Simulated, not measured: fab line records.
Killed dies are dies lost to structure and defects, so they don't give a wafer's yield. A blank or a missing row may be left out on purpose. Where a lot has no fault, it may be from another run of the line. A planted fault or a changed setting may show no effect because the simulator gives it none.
Which of the tools did it? | flow sky130 | Sampling: 11 lots, 33 wafers, 4 of 708 route steps

== WHAT THE GAUGES SHOWED, per wafer ==
SKY_VT_ADJUST_HVTR_TW_MEAS_11. Usual: VT_ADJUST_HVTR_TW typically reads 212.5, with standard deviation 2.6.
lot  | measured     | on            | VT_ADJUST_HVTR_TW | flag
L185 | day 9 05:07  | film metro-03 | 207.7 208.7 209.8 |
L187 | day 10 08:03 | film metro-01 | 216.3 216.0 215.2 |
L186 | day 10 08:46 | film metro-01 | 214.7 215.5 215.1 |
L189 | day 10 14:50 | film metro-02 | 213.7 213.3 213.1 |
L188 | day 10 16:27 | film metro-01 | 214.8 215.4 215.0 |
L193 | day 11 18:24 | film metro-02 | 212.8 212.0 213.0 |
L194 | day 12 05:52 | film metro-02 | 213.0 212.5 212.4 |
L198 | day 13 04:47 | film metro-03 | 209.7 210.1 208.3 |
L207 | day 16 06:48 | film metro-03 | 207.1 207.7 208.5 |
L206 | day 16 07:06 | film metro-01 | 215.0 214.6 214.9 |
L208 | day 16 22:58 | film metro-02 | 214.0 213.7 214.1 |

SKY_SONOS_ONO_THK_MEAS_05. Usual: SONOS_ONO_CVD_04_THK typically reads 5.71 nm, with standard deviation 0.087.
lot  | measured     | on            | SONOS_ONO_CVD_04_THK (nm) | flag
L185 | day 11 08:47 | film metro-04 | 5.82 5.79 5.80            |
L187 | day 12 09:39 | film metro-04 | 5.71 5.55 5.55            |
L186 | day 12 12:30 | film metro-01 | 5.86 5.75 5.68            |
L189 | day 12 17:49 | film metro-01 | 5.59 5.54 5.55            |
L188 | day 12 21:28 | film metro-01 | 5.57 5.70 5.62            |
L193 | day 14 01:11 | film metro-04 | 5.81 5.85 5.75            |
L194 | day 14 12:21 | film metro-01 | 5.70 5.68 5.63            |
L198 | day 15 15:59 | film metro-01 | 5.80 5.77 5.79            |
L207 | day 18 23:05 | film metro-03 | 5.71 5.77 5.76            |
L206 | day 19 00:20 | film metro-04 | 5.60 5.64 5.64            |
L208 | day 19 17:23 | film metro-03 | 5.65 5.65 5.67            |

SKY_POLY_GATE_THK_MEAS_01. Usual: POLY_GATE_CVD_00_THK typically reads 179.8 nm, with standard deviation 1.2.
lot  | measured     | on            | POLY_GATE_CVD_00_THK (nm) | flag
L185 | day 13 15:52 | film metro-04 | 180.1 180.0 179.7         |
L187 | day 14 17:56 | film metro-02 | 180.0 180.3 179.6         |
L186 | day 14 23:23 | film metro-03 | 178.9 178.9 178.9         |
L189 | day 15 05:24 | film metro-04 | 179.4 179.5 179.6         |
L188 | day 15 11:28 | film metro-04 | 179.8 179.9 180.8         |
L193 | day 16 14:40 | film metro-02 | 180.9 178.5 180.9         |
L194 | day 17 01:55 | film metro-02 | 178.6 180.1 178.7         |
L198 | day 18 06:32 | film metro-03 | 162.4 162.3 160.6         | OFF
L207 | day 21 16:56 | film metro-03 | 183.0 181.7 180.8         |
L206 | day 21 19:29 | film metro-03 | 180.1 180.6 179.0         |
L208 | day 22 11:47 | film metro-03 | 179.7 180.3 178.9         |

== WHICH TOOL RAN EACH LOT (tool, then ch and the chambers of the sampled wafers, then the start) ==
lot  | SKY_POLY_GATE_CVD_00
L185 | lpcvd-01 ch 0, day 13 14:40
L187 | lpcvd-01 ch 1, day 14 16:44
L186 | lpcvd-01 ch 1, day 14 22:10
L189 | lpcvd-01 ch 0, day 15 04:12
L188 | lpcvd-01 ch 1, day 15 10:16
L193 | lpcvd-01 ch 0, day 16 13:28
L194 | lpcvd-01 ch 1, day 17 00:42
L198 | lpcvd-01 ch 0, day 18 05:20
L207 | lpcvd-01 ch 0, day 21 15:44
L206 | lpcvd-01 ch 1, day 21 18:17
L208 | lpcvd-01 ch 0, day 22 10:35
- SKY_POLY_GATE_CVD_00: deposits poly-Si, target thk 180 nm, time 720 s.

== WHAT THE TOOLS THEMSELVES READ (means of the sampled wafers that have a number; where no wafer has one, the mark that the record gives instead) ==
SKY_POLY_GATE_CVD_00. Usual: 200.0 mTorr for pressure mtorr, sd 0.45.
lot  | tool     | pressure mtorr (mTorr) | flag
L185 | lpcvd-01 | 200.0                  |
L187 | lpcvd-01 | 200.0                  |
L186 | lpcvd-01 | 200.3                  |
L189 | lpcvd-01 | 199.6                  |
L188 | lpcvd-01 | 199.8                  |
L193 | lpcvd-01 | 199.9                  |
L194 | lpcvd-01 | 199.6                  |
L198 | lpcvd-01 | 160.1                  | OFF
L207 | lpcvd-01 | 200.0                  |
L206 | lpcvd-01 | 199.8                  |
L208 | lpcvd-01 | 199.8                  |

== THE ANSWER, worked out from the rows above alone ==
Rule: a lot counts as off when the mean over its wafers that have a number is more than 3 standard deviations away from the usual mean. A lot without any number at a reading at which 4 lots or more have one is off too. Any other lot the step has rows for is counted as sound. Order of review: gauges by route order, followed by the tools' own readings, for which a lot's mean as printed above is used. At the first step where some lot is off, the reading lying furthest off is the one used; lots without a number count as furthest.
Off: L198, seen at SKY_POLY_GATE_THK_MEAS_01 (POLY_GATE_CVD_00_THK).
If a tool, at a process step before that reading, ran all the lots that are off and no sound lot after the first of them, it fits. Not tried: the gauges at SKY_POLY_GATE_THK_MEAS_01; whatever is off there is also off at SKY_POLY_GATE_CVD_00, on other tools, and gauge error can't account for it. None of those tried fits.

== WHAT THE SIMULATOR PUT IN ==
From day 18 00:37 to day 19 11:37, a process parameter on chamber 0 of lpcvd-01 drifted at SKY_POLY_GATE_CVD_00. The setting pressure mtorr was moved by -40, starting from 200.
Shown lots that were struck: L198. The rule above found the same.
